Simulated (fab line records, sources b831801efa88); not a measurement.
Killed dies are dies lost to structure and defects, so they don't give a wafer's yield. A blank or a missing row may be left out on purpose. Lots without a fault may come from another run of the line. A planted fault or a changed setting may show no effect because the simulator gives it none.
Which tool did it? | flow sky130 | 13 lots, 39 wafers sampled, at 5 steps of a route of 708

WHAT THE GAUGES READ, wafer by wafer
SKY_SONOS_ONO_CD_MEAS_13: target cd 410 nm. Usual: cd_nm 410.1 nm, standard deviation 1.9.
lot  | measured     | on        | cd_nm (nm)        | flag
L223 | day 13 07:47 | cd_sem-02 | 410.2 411.2 409.3 |
L224 | day 13 10:24 | cd_sem-02 | 408.5 408.9 408.8 |
L225 | day 14 01:44 | cd_sem-02 | 409.7 408.5 408.5 |
L226 | day 14 09:12 | cd_sem-02 | 408.7 407.6 409.8 |
L234 | day 17 02:29 | cd_sem-02 | 409.3 411.1 409.8 |
L235 | day 17 05:52 | cd_sem-02 | 411.5 410.0 411.0 |
L236 | day 17 17:07 | cd_sem-01 | 409.8 409.4 411.2 |
L237 | day 18 09:57 | cd_sem-02 | 408.8 408.7 407.5 |
L238 | day 18 15:29 | cd_sem-02 | 414.3 411.6 412.1 |
L240 | day 19 05:13 | cd_sem-02 | 413.2 415.2 415.0 |
L241 | day 19 14:56 | cd_sem-02 | 409.6 408.7 409.9 |
L242 | day 19 21:20 | cd_sem-01 | 410.8 411.0 408.3 |
L244 | day 21 03:35 | cd_sem-01 | 412.3 411.4 412.1 |

SKY_LDD_N_OVL_MEAS_07. Usual: LDD_N_OVL 0.5 nm, standard deviation 1.3.
lot  | measured     | on         | LDD_N_OVL (nm) | flag
L223 | day 18 08:35 | overlay-01 | 0.9 0.4 -0.3   |
L224 | day 18 13:09 | overlay-01 | 1.0 -1.0 0.0   |
L225 | day 19 11:35 | overlay-02 | 2.5 -0.2 1.9   |
L226 | day 19 18:11 | overlay-01 | 0.6 0.8 -0.4   |
L234 | day 22 15:53 | overlay-01 | 1.4 0.0 1.2    |
L235 | day 22 19:18 | overlay-02 | -1.0 -0.7 -1.8 |
L236 | day 23 06:38 | overlay-01 | -1.7 -0.1 0.8  |
L237 | day 24 00:00 | overlay-01 | 0.1 -0.5 0.8   |
L238 | day 24 04:23 | overlay-01 | 1.9 0.9 0.8    |
L240 | day 24 16:42 | overlay-02 | 0.0 0.4 0.2    |
L241 | day 25 00:26 | overlay-02 | -1.6 -1.2 -2.4 |
L242 | day 25 13:00 | overlay-01 | -1.4 0.6 0.2   |
L244 | day 26 15:59 | overlay-02 | 0.6 -1.0 0.4   |

SKY_LDD_LDN_TW_MEAS_13. Usual: LDD_LDN_TW 1476, standard deviation 7.4.
lot  | measured     | on            | LDD_LDN_TW     | flag
L223 | day 23 14:59 | film_metro-03 | 1482 1479 1480 |
L224 | day 23 18:26 | film_metro-04 | 1472 1462 1470 |
L225 | day 24 16:46 | film_metro-03 | 1577 1572 1583 | OFF
L226 | day 24 23:05 | film_metro-04 | 1570 1561 1569 | OFF
L234 | day 27 16:53 | film_metro-03 | 1485 1478 1473 |
L235 | day 27 19:00 | film_metro-03 | 1473 1473 1478 |
L236 | day 28 06:20 | film_metro-04 | 1478 1478 1478 |
L237 | day 28 23:22 | film_metro-03 | 1472 1468 1470 |
L238 | day 29 02:32 | film_metro-04 | 1472 1460 1466 |
L240 | day 29 14:45 | film_metro-01 | 1479 1487 1481 |
L241 | day 29 22:13 | film_metro-01 | 1475 1490 1479 |
L242 | day 30 08:53 | film_metro-03 | 1495 1487 1486 |
L244 | day 31 12:13 | film_metro-01 | 1467 1475 1471 |

SKY_SD_P_OVL_MEAS_08. Usual: SD_P_OVL -0.3 nm, standard deviation 1.6.
lot  | measured     | on         | SD_P_OVL (nm)  | flag
L223 | day 26 04:15 | overlay-02 | 0.1 0.2 0.6    |
L224 | day 26 07:04 | overlay-02 | 0.7 1.7 -0.2   |
L225 | day 27 05:30 | overlay-01 | 2.5 0.3 0.8    |
L226 | day 27 10:07 | overlay-01 | -1.6 -2.1 -0.5 |
L234 | day 30 02:36 | overlay-01 | -0.4 1.8 0.5   |
L235 | day 30 06:01 | overlay-01 | 1.2 2.1 3.1    |
L236 | day 30 16:10 | overlay-02 | 1.3 0.9 1.7    |
L237 | day 31 07:49 | overlay-02 | -0.2 -2.6 0.1  |
L238 | day 31 13:24 | overlay-01 | -0.2 -0.8 -1.2 |
L240 | day 32 01:58 | overlay-02 | -1.1 -0.8 -1.0 |
L241 | day 32 07:30 | overlay-01 | 1.1 -0.3 0.5   |
L242 | day 32 17:16 | overlay-01 | 1.2 2.1 1.7    |
L244 | day 33 20:57 | overlay-02 | -1.2 -0.7 -1.0 |

WHICH TOOL RAN EACH LOT (tool, then ch and the chambers of the sampled wafers, then the start)
lot  | SKY_LDD_LDN_IMPLANT_09
L223 | implanter-04 ch 0, day 23 14:26
L224 | implanter-02 ch 0, day 23 17:54
L225 | implanter-02 ch 0, day 24 16:13
L226 | implanter-02 ch 0, day 24 22:32
L234 | implanter-03 ch 0, day 27 16:20
L235 | implanter-03 ch 0, day 27 18:29
L236 | implanter-02 ch 0, day 28 05:49
L237 | implanter-04 ch 0, day 28 22:51
L238 | implanter-03 ch 0, day 29 01:59
L240 | implanter-02 ch 0, day 29 14:14
L241 | implanter-04 ch 0, day 29 21:40
L242 | implanter-03 ch 0, day 30 08:22
L244 | implanter-02 ch 0, day 31 11:40
- SKY_LDD_LDN_IMPLANT_09

WHAT THE TOOLS THEMSELVES READ (means of the sampled wafers that have a number; where no wafer has one, the mark that the record gives instead)
SKY_LDD_LDN_IMPLANT_09. Usual: dose_ions_cm2 1.2499e+13, standard deviation 1.2e+10; faraday_current_uA 70.5, standard deviation 1.4.
lot  | tool         | dose_ions_cm2 | faraday_current_uA | flag
L223 | implanter-04 | 1.2484e+13    | 71.4               |
L224 | implanter-02 | 1.2494e+13    | 70.7               |
L225 | implanter-02 | 2.4485e+13    | 137.0              | OFF
L226 | implanter-02 | 2.4477e+13    | 139.8              | OFF
L234 | implanter-03 | 1.2511e+13    | 71.0               |
L235 | implanter-03 | 1.2498e+13    | 71.4               |
L236 | implanter-02 | 1.2507e+13    | 70.9               |
L237 | implanter-04 | 1.2491e+13    | 70.3               |
L238 | implanter-03 | 1.2491e+13    | 71.7               |
L240 | implanter-02 | 1.2504e+13    | 70.8               |
L241 | implanter-04 | 1.2488e+13    | 70.6               |
L242 | implanter-03 | 1.2505e+13    | 71.0               |
L244 | implanter-02 | 1.2503e+13    | 71.3               |

THE ANSWER, worked out from the rows above alone
Rule: a lot is off if the mean of its wafers that have a number lies more than 3 standard deviations from the usual mean. A lot without any number at a reading at which 4 lots or more have one is off too. The other lots that the step has rows for count as sound. The gauges are gone through in route order, then the tools' own readings, and for those a lot's mean is taken as printed above. The first step at which some lot is off is used, and at that step the reading that is off furthest; a lot without a number counts as furthest.
Off: L225, L226, at SKY_LDD_LDN_TW_MEAS_13 (LDD_LDN_TW).
A tool fits if, at a process step before that reading, it ran every lot that is off, and no sound lot after the first of them. The gauges at SKY_LDD_LDN_TW_MEAS_13 aren't tried: what is off there is off at SKY_LDD_LDN_IMPLANT_09 too, on other tools, and a gauge's error can't cause that. None of those tried fits.

WHAT THE SIMULATOR HAD PUT IN
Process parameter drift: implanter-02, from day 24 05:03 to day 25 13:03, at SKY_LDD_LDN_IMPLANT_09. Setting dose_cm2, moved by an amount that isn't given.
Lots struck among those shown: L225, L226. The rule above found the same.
